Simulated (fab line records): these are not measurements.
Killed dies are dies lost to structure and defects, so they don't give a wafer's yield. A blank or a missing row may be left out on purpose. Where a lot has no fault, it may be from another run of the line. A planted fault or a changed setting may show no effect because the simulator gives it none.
8D (eight disciplines) problem report, filled in by code    flow sfq_line    the parts of the form that need people (team, actions taken, sign-off) are left out

1. WHAT IS WRONG
Wafers without a fault read 80.05 W, standard deviation 0.24; bias_w at SFQ_TRILAYER_C5_ETCH_VIA_ETCH_154 reads a mean of 61.45 W on 5 wafers belonging to 2 lots. That is -78 standard deviations from the usual mean.
The step: etches SiO2 in CHF3, stops on Nb, target depth 84 nm.
First seen on wafer L616.2, day 73 06:58, on rie_diel-04. At this step, 41 wafers from 14 lots have a number in the record. The rule behind "out" and "out of limits": a value lying over 4 standard deviations away from the usual mean. Any other wafer with a number is counted as sound.

2. WHAT THIS IS AND IS NOT
question                     is                      is not
which readings at this step  bias_w                  oes_product_au
which lots                   L616, L617              L596, L597, L598, L604, L605, L606, L607, L608, L609, L614, L618, L619
which wafers of those lots   all that have a number  -
read on which tools          rie_diel-04             rie_diel-01, rie_diel-02
when                         from day 73 06:58       up to then (30 sound wafers); but 6 sound wafers of L618, L619 came after

3. SUSPECTS, AND WHAT RULES EACH OUT
Counting: a tool at a process step up to the reading stays a suspect if it ran every lot that is out and no sound lot after the first of them.
- rie_diel-04 at SFQ_TRILAYER_C5_ETCH_VIA_ETCH_154 (etches SiO2 in CHF3, stops on Nb, target depth 84 nm): kept. It ran every lot that is out, first L616 (day 73 06:58), and no sound lot after that; its last sound lot up to then is L606 (day 70 22:11). On those wafers its own readings are out: bias_w.
The count leaves rie_diel-04 at SFQ_TRILAYER_C5_ETCH_VIA_ETCH_154.

4. THE CAUSE (what the simulator had put in)
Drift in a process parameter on rie_diel-04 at SFQ_TRILAYER_C5_ETCH_VIA_ETCH_154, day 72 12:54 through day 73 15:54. A move of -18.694 in setting bias_w, from 80. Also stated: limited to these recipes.
After counting, this tool was the only one left.

5. THE CHAIN OF EFFECTS, in route order
Rows list readings where the struck wafers' mean (over those with a number) sits beyond 3 standard deviations from the usual. Scope: only readings with a usual standard deviation given in the record; hours: median across lots of the time from each lot's start at the first step in this table that gives one to its start at this step; sigmas: change in usual standard deviations.
hours  step                               reading  usual    on struck wafers  change  sigmas
0      SFQ_TRILAYER_C5_ETCH_VIA_ETCH_154  bias_w   80.05 W  61.45             -18.60  -78
Process steps it contains:
- SFQ_TRILAYER_C5_ETCH_VIA_ETCH_154: etches SiO2 in CHF3, stops on Nb, target depth 84 nm.

6. HOW IT WOULD HAVE BEEN CAUGHT EARLIER
In this record the first reading out of limits was taken at day 73 06:58, 18 hours after the fault began at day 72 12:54.
